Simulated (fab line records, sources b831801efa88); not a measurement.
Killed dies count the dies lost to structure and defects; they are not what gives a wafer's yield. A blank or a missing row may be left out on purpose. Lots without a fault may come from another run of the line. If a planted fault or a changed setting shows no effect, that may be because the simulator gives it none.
Struck lot and sound lot, side by side || flow sfq-line || 19 out of 325 route steps
Sound: these wafers, L912.2, L912.5, L912.6. Struck: wafers L924.1, L924.4, L924.6. Last of all comes the cause.
For every step that has rows: the tool of each side, followed by ch and its chambers, followed by its first start. Under that, the readings that differ: sound wafers || struck wafers || difference of the means || sigmas: that difference in standard deviations of wafers without a fault.
alike: same words and numbers on both sides, and readings whose means sit less than 2 such deviations apart. not compared: any withheld reading, any reading some wafer has no value for, any bound like >300 that may hide the same value, and any number with overlapping values for which the record gives no deviation.
Wherever a step has rows on one side only, a row that says differs or no value, or a row with sigmas, the two part there. Non-overlapping numbers with no deviation appear without sigmas and do not part them. Lack of a reading on every wafer of one side parts them only where that side has two or more wafers.

SFQ_M1_OVL_MEAS_911:
  sound: overlay-02 at day 19 02:26; struck: overlay-01 at day 24 12:50
  alike: M1_OVL
SFQ_TRILAYER_M1_BARC_OPEN_METAL_ETCH_054: etches BARC in O2, target depth 125 nm, time 41.7 s.
  sound on rie-metal-01 ch 0,1, day 19 02:28; struck on rie-metal-03 ch 0,1, day 24 12:52
  alike: drypump-motor-current-A, oes-product-au
  not compared: rf-hours-counter-h
then, 1 step without rows for these wafers: SFQ_TRILAYER_M1_ETCH_METAL_ETCH_042 (etches Nb in Cl2/Ar, stops on SiO2, target depth 240 nm, time 120 s).
SFQ_TRILAYER_M1_STRIP_STRIP_043: strips in O2.
  sound on rie-metal-01 ch 0,1, day 19 02:40; struck on rie-metal-03 ch 0,1, day 24 13:03
  alike: drypump-motor-current-A, oes-product-au
  not compared: rf-hours-counter-h
then, 2 steps without rows for these wafers: SFQ_TRILAYER_M1_STRIP_SOLV_CLEAN_044 (cleans in NMP, time 600 s); SFQ_TRILAYER_I1_DEP_PECVD_045 (deposits SiO2 from SiH4/N2O, time 111.11 s, target thk 500 nm).
SFQ_TRILAYER_I1_CMP_CMP_046: polishes SiO2.
  sound on cmp-02 ch 0,1,2, day 19 05:07; struck on cmp-02 ch 2,3, day 24 14:25
  alike: motor-current-A, time-to-endpoint-s
SFQ_I1_BOW_MEAS_912:
  sound: film-metro-03 at day 19 07:08; struck: film-metro-02 at day 24 16:55
  alike: I1_BOW
SFQ_TRILAYER_I1_METRO_MEASURE_047:
  sound: film-metro-03 at day 19 07:26; struck: film-metro-02 at day 24 17:02
  alike: thk-nm
then, 3 steps without rows for these wafers: SFQ_TRILAYER_I1_VIA_LITHO_COAT_054 (resist thk 62 nm); SFQ_TRILAYER_I1_VIA_LITHO_COAT_049 (resist thk 650 nm); SFQ_TRILAYER_I1_VIA_LITHO_SOFTBAKE_053.
-- the record jumps here: 7 days lie between the struck wafers' starts before and after --
SFQ_TRILAYER_I1_VIA_LITHO_EXPOSE_050: exposes mask I1, target cd 500 nm.
  sound on krf-scanner-01 ch 0, day 25 23:32; struck on krf-scanner-01 ch 0, day 31 05:11
{"reading": "exposure-dose-mJ-cm2", "sound": "21.337 21.337 21.312", "struck": "23.323 23.309 23.342", "difference": "+1.996", "sigmas": "+99 or more"}
  alike: mask
then, 2 steps without rows for these wafers: SFQ_TRILAYER_I1_VIA_LITHO_PEB_052 (peb time 60 s); SFQ_TRILAYER_I1_VIA_LITHO_DEVELOP_051 (time 60 s).
SFQ_I1_OVL_MEAS_913:
  sound: overlay-02 at day 26 00:50; struck: overlay-02 at day 31 06:41
  alike: I1_OVL
SFQ_TRILAYER_I1_VIA_BARC_OPEN_VIA_ETCH_071: etches BARC in O2, target depth 125 nm, time 41.7 s.
  sound on rie-diel-03 ch 0,1,3, day 26 00:52; struck on rie-diel-04 ch 2,3, day 31 06:43
{"reading": "model.I1.cd-nm (nm)", "sound": "495.9 496.1 499.6", "struck": "514.6 512.9 513.8", "difference": "+16.6", "sigmas": ""}
  alike: drypump-motor-current-A, oes-product-au
  not compared: rf-hours-counter-h
SFQ_TRILAYER_I1_VIA_ETCH_VIA_ETCH_052: etches SiO2 in CHF3, stops on Nb, target depth 260 nm.
  sound on rie-diel-03 ch 0,1,3, day 26 00:55; struck on rie-diel-04 ch 2,3, day 31 06:45
{"reading": "model.I1.cd-nm (nm)", "sound": "495.4 493.4 501.7", "struck": "516.2 511.7 513.5", "difference": "+17.0", "sigmas": ""}
  alike: drypump-motor-current-A, oes-product-au
SFQ_TRILAYER_I1_VIA_STRIP_STRIP_053: strips in O2.
  sound on rie-metal-04 ch 0,1, day 26 01:01; struck on rie-metal-04 ch 0,1, day 31 06:52
  alike: drypump-motor-current-A, oes-product-au
  not compared: rf-hours-counter-h

== WHERE THEY PART ==
At SFQ_TRILAYER_I1_VIA_LITHO_EXPOSE_050 and nowhere else, as far as this record goes. Later steps at which nothing parts them and some readings are alike: SFQ_I1_OVL_MEAS_913, SFQ_TRILAYER_I1_VIA_BARC_OPEN_VIA_ETCH_071, SFQ_TRILAYER_I1_VIA_ETCH_VIA_ETCH_052, SFQ_TRILAYER_I1_VIA_STRIP_STRIP_053.

WHY: what the simulator had put in
Process parameters drifting: krf-scanner-01 at SFQ_TRILAYER_I1_VIA_LITHO_EXPOSE_050, beginning at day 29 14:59. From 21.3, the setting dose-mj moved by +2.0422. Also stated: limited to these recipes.
